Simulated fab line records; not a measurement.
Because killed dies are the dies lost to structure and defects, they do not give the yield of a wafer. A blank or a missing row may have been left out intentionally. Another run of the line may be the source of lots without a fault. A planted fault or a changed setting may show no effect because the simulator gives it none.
Comparing a struck lot with a sound one    flow sky130    17 steps out of a route of 708
Sound: the wafers L323.3, L323.4, L323.5. Struck: wafers L329.2, L329.4, L329.5. The cause comes at the end.
For every step that has rows: the tool of each side, followed by ch and its chambers, followed by its first start. Under that, the readings that differ: sound wafers    struck wafers    difference of the means    sigmas: that difference in standard deviations of wafers without a fault.
alike: words and numbers the same on both sides, and readings whose means are apart by under 2 such deviations; not compared: readings that were withheld, readings missing a value for some wafer, numbers with overlapping values and no deviation given by the record, and bounds like >300 which may hide the same value.
A row with sigmas, a row that says differs or no value, or rows on one side alone: a step with any of these is where the two part. Non-overlapping numbers with no deviation appear without sigmas and do not part them. Lack of a reading on every wafer of one side parts them only where that side has two or more wafers.

first, 1 step without rows for these wafers: SKY_SD_P_DEVELOP_06 (develop time 60 s).
SKY_SD_P_CD_MEAS_07: target cd 380 nm.
  sound on cd-sem-01 at day 26 05:54; struck on cd-sem-01 at day 28 22:05
reading     sound              struck             difference  sigmas
cd-nm (nm)  376.2 375.9 376.1  385.2 385.2 385.1  +9.1        +3
SKY_SD_P_OVL_MEAS_08:
  sound on overlay-01 at day 26 05:59; struck on overlay-01 at day 28 22:11
  alike: SD_P_OVL
after that, 1 step had no rows for these wafers: SKY_SD_P_IMPLANT_09.
SKY_SD_P_STRIP_10: strips in O2/N2.
  sound on plasma-asher-02 ch 0,1, day 26 06:12; struck on plasma-asher-03 ch 0,1, day 28 22:22
  alike: drypump-motor-current-A, oes-product-au, strip-time-to-endpoint-s
  not compared: rf-hours-counter-h
SKY_SD_P_TW_MEAS_11:
  sound on film-metro-01 at day 26 06:17; struck on film-metro-01 at day 28 22:29
  alike: SD_P_TW
then, 6 steps without rows for these wafers: SKY_RES_XHIGH_DEHYDRATE_00 (time 60 s); SKY_RES_XHIGH_HMDS_01 (prime time 60 s); SKY_RES_XHIGH_COAT_02 (resist thk 1140 nm); SKY_RES_XHIGH_SOFTBAKE_03 (time 60 s); SKY_RES_XHIGH_EXPOSE_04 (exposes mask URPM, target cd 1270 nm); SKY_RES_XHIGH_PEB_05.
SKY_RES_XHIGH_DEVELOP_06: develop time 60 s.
  sound on litho-track-03 ch 0, day 27 10:28; struck on litho-track-02, day 30 02:36
  no value came back on the struck wafers for chill-plate-temp-C (C), develop-time-s (s), resist-line-temp-C (C); on the sound wafers chill-plate-temp-C (C) reads 22.91 23.01 23.00
after that, 1 step had no rows for these wafers: SKY_RES_XHIGH_IMPLANT_07.
SKY_RES_XHIGH_STRIP_08: strips in O2/N2.
  sound on plasma-asher-03 ch 0,1, day 27 10:44; struck on plasma-asher-01 ch 0,1, day 30 02:53
  alike: drypump-motor-current-A, oes-product-au, strip-time-to-endpoint-s
  not compared: rf-hours-counter-h
SKY_RES_XHIGH_TW_MEAS_09:
  sound on film-metro-04 at day 27 10:50; struck on film-metro-02 at day 30 02:59
reading       sound           struck    difference  sigmas
RES_XHIGH_TW  1654 1661 1661  30 30 30  -1629       -56
then, 1 step without rows for these wafers: SKY_SD_N_DEHYDRATE_00 (time 60 s).

## WHERE THEY PART
Last at SKY_RES_XHIGH_TW_MEAS_09 as far as this record goes, first at SKY_SD_P_CD_MEAS_07.

WHY: what had been put in by the simulator
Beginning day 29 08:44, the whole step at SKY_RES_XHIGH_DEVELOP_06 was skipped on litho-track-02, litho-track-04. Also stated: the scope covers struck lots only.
